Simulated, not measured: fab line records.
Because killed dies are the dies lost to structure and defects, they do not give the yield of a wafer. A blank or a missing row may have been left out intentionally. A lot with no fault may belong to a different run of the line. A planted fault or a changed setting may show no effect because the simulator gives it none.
Comparing a struck lot with a sound one    flow sfqLine    42 out of 325 route steps
Sound: wafers L810.1, L810.2, L810.4. Struck: wafer L818.3. (L818.2, L818.4 of the same lot were not struck and are left out.) The cause comes at the end.
At each step with rows: each side's tool, then ch and its chambers, then its first start. Under that, the readings that differ: sound wafers    struck wafers    difference of the means    sigmas: that difference in standard deviations of wafers without a fault.
alike: readings whose means differ by less than 2 such deviations, and words and numbers that are the same on both sides. not compared: withheld readings, readings that some wafer has no value for, bounds like >300 that may hide the same value, and numbers for which the record gives no deviation and whose values overlap.
The two part at a step that has a row with sigmas, a row that says differs or no value, or rows on one side only. Numbers that have no deviation but don't overlap get no sigmas and don't part them. Lack of a reading on every wafer of one side parts them only where that side has two or more wafers.

first, 6 steps without rows for these wafers: SFQ_TRILAYER_L0_VIA_LITHO_COAT_018 (resist thk 62 nm); SFQ_TRILAYER_L0_VIA_LITHO_COAT_013 (resist thk 650 nm); SFQ_TRILAYER_L0_VIA_LITHO_SOFTBAKE_017; SFQ_TRILAYER_L0_VIA_LITHO_EXPOSE_014 (exposes mask L0V, target cd 700 nm); SFQ_TRILAYER_L0_VIA_LITHO_PEB_016 (peb time 60 s); SFQ_TRILAYER_L0_VIA_LITHO_DEVELOP_015 (time 60 s).
SFQ_L0V_OVL_MEAS_903:
  sound on overlay-02, day 8 06:15; struck on overlay-02, day 11 01:17
reading       sound       struck  difference  sigmas
L0V_OVL (nm)  -9 -13 -13  2       +14         +3
then, 2 steps without rows for these wafers: SFQ_TRILAYER_L0_VIA_BARC_OPEN_VIA_ETCH_021 (etches BARC in O2, target depth 125 nm, time 41.7 s); SFQ_TRILAYER_L0_VIA_ETCH_VIA_ETCH_016 (etches SiO2 in CHF3, stops on MoNx KI, target depth 80 nm).
SFQ_TRILAYER_L0_VIA_STRIP_STRIP_017: strips in O2.
  sound on rieMetal-04 ch 0,1, day 8 06:22; struck on rieMetal-02 ch 0, day 11 01:24
reading              sound              struck  difference  sigmas
oesProductAu (a.u.)  0.985 0.996 0.998  1.027   +0.034      +3
  alike: chamberPressureMTorr, drypumpMotorCurrentA, heBacksideLeakSccm
  not compared: rfHoursCounterH
then, 2 steps without rows for these wafers: SFQ_TRILAYER_L0_VIA_STRIP_SOLV_CLEAN_018 (cleans in NMP, time 600 s); SFQ_TRILAYER_M0_DEP_PRE_CLEAN_020 (time 15 s).
SFQ_TRILAYER_M0_DEP_SPUTTER_019: material Nb, target thk 200 nm, time 133.3 s.
  sound on pvdSputter-06, day 8 07:10; struck on pvdSputter-06, day 11 02:12
reading                                             sound              struck  difference  sigmas
model.Nb_of_TRILAYER_M0_DEP_SPUTTER_019.thkNm (nm)  205.1 203.2 200.8  335.6   +132.6      
  alike: throttleValvePct
SFQ_M0_RS_MEAS_904: uses a four-point probe to measure.
  sound on filmMetro-03, day 8 07:16; struck on filmMetro-01, day 11 02:19
reading            sound              struck  difference  sigmas
M0_NB_RS (ohm/sq)  0.868 0.875 0.887  0.529   -0.348      -36
then, 6 steps without rows for these wafers: SFQ_TRILAYER_M0_LITHO_COAT_026 (resist thk 62 nm); SFQ_TRILAYER_M0_LITHO_COAT_021 (resist thk 600 nm); SFQ_TRILAYER_M0_LITHO_SOFTBAKE_025; SFQ_TRILAYER_M0_LITHO_EXPOSE_022 (exposes mask M0, target cd 500 nm); SFQ_TRILAYER_M0_LITHO_PEB_024 (peb time 60 s); SFQ_TRILAYER_M0_LITHO_DEVELOP_023 (time 60 s).
-- the record jumps here: 5 days lie between the struck wafers' starts before and after --
SFQ_M0_OVL_MEAS_906:
  sound on overlay-01, day 12 20:25; struck on overlay-01, day 15 19:37
  alike: M0_OVL
SFQ_TRILAYER_M0_BARC_OPEN_METAL_ETCH_031: etches BARC in O2, target depth 125 nm, time 41.7 s.
  sound on rieMetal-02 ch 0,1, day 12 20:26; struck on rieMetal-02 ch 1, day 15 19:38
reading                       sound                struck  difference  sigmas
chamberPressureMTorr (mTorr)  10.008 9.997 10.005  9.983   -0.020      -2
  alike: drypumpMotorCurrentA, heBacksideLeakSccm, oesProductAu, rfFwdPowerW
  not compared: rfHoursCounterH
SFQ_TRILAYER_M0_ETCH_METAL_ETCH_024: etches Nb in Cl2/Ar, stops on SiO2, target depth 240 nm, time 120 s.
  sound on rieMetal-02 ch 1, day 12 20:31; struck on rieMetal-02 ch 1, day 15 19:42
reading                    sound              struck  difference  sigmas
heBacksideLeakSccm (sccm)  3.77 3.79 3.70     3.31    -0.44       -2
oesProductAu (a.u.)        0.905 0.906 0.897  0.996   +0.093      +13
  alike: chamberPressureMTorr, drypumpMotorCurrentA, rfFwdPowerW
  not compared: rfHoursCounterH
then, 3 steps without rows for these wafers: SFQ_TRILAYER_M0_STRIP_STRIP_025 (strips in O2); SFQ_TRILAYER_M0_STRIP_SOLV_CLEAN_026 (cleans in NMP, time 600 s); SFQ_TRILAYER_I0_DEP_PECVD_027 (deposits SiO2 from SiH4/N2O, time 111.11 s, target thk 500 nm).
SFQ_TRILAYER_I0_CMP_CMP_028: polishes SiO2.
  sound on cmp-01 ch 0,1,3, day 12 23:31; struck on cmp-02 ch 3, day 15 20:41
  alike: motorCurrentA, timeToEndpointS
SFQ_I0_BOW_MEAS_907:
  sound on filmMetro-01, day 13 02:01; struck on filmMetro-02, day 15 23:42
  alike: I0_BOW
then, 7 steps without rows for these wafers: SFQ_TRILAYER_I0_METRO_MEASURE_029; SFQ_TRILAYER_I0_VIA_LITHO_COAT_036 (resist thk 62 nm); SFQ_TRILAYER_I0_VIA_LITHO_COAT_031 (resist thk 650 nm); SFQ_TRILAYER_I0_VIA_LITHO_SOFTBAKE_035; SFQ_TRILAYER_I0_VIA_LITHO_EXPOSE_032 (exposes mask I0, target cd 500 nm); SFQ_TRILAYER_I0_VIA_LITHO_PEB_034 (peb time 60 s); SFQ_TRILAYER_I0_VIA_LITHO_DEVELOP_033 (time 60 s).
-- the record jumps here: 6 days lie between the struck wafers' starts before and after --
SFQ_I0_OVL_MEAS_908:
  sound on overlay-01, day 18 06:43; struck on overlay-02, day 21 20:43
  alike: I0_OVL
then, 1 step without rows for these wafers: SFQ_TRILAYER_I0_VIA_BARC_OPEN_VIA_ETCH_046 (etches BARC in O2, target depth 125 nm, time 41.7 s).
SFQ_TRILAYER_I0_VIA_ETCH_VIA_ETCH_034: etches SiO2 in CHF3, stops on Nb, target depth 260 nm.
  sound on rieDiel-03 ch 0,2,3, day 18 06:47; struck on rieDiel-03 ch 0, day 21 20:47
  alike: chamberPressureMTorr, drypumpMotorCurrentA, oesProductAu, rfFwdPowerW
SFQ_TRILAYER_I0_VIA_STRIP_STRIP_035: strips in O2.
  sound on rieMetal-03 ch 0,1, day 18 06:54; struck on rieMetal-01 ch 1, day 21 21:05
reading                   sound        struck  difference  sigmas
drypumpMotorCurrentA (A)  6.4 6.0 6.4  5.6     -0.7        -2
  alike: chamberPressureMTorr, heBacksideLeakSccm, oesProductAu
  not compared: rfHoursCounterH
then, 2 steps without rows for these wafers: SFQ_TRILAYER_I0_VIA_STRIP_SOLV_CLEAN_036 (cleans in NMP, time 600 s); SFQ_TRILAYER_M1_DEP_PRE_CLEAN_038 (time 22.5 s).
-- the record jumps here: 63 days lie between the struck wafers' starts before and after --
SFQ_M8_BOW_MEAS_951:
  sound on filmMetro-02, day 84 14:14; struck on filmMetro-02, day 85 08:29
reading                      sound                struck  difference  sigmas
model.etest.m0.combLog10Ohm  12 12 12             0       -12         
model.etest.m0.ohmSq         0.8673 0.875 0.8859  0.5299  -0.3462     
  alike: M8_BOW

== WHERE THEY PART ==
Earliest at SFQ_L0V_OVL_MEAS_903; latest, in this record, at SFQ_TRILAYER_I0_VIA_STRIP_STRIP_035. Later steps at which nothing parts them and some readings are alike: SFQ_M8_BOW_MEAS_951.

WHY: what the simulator had put in
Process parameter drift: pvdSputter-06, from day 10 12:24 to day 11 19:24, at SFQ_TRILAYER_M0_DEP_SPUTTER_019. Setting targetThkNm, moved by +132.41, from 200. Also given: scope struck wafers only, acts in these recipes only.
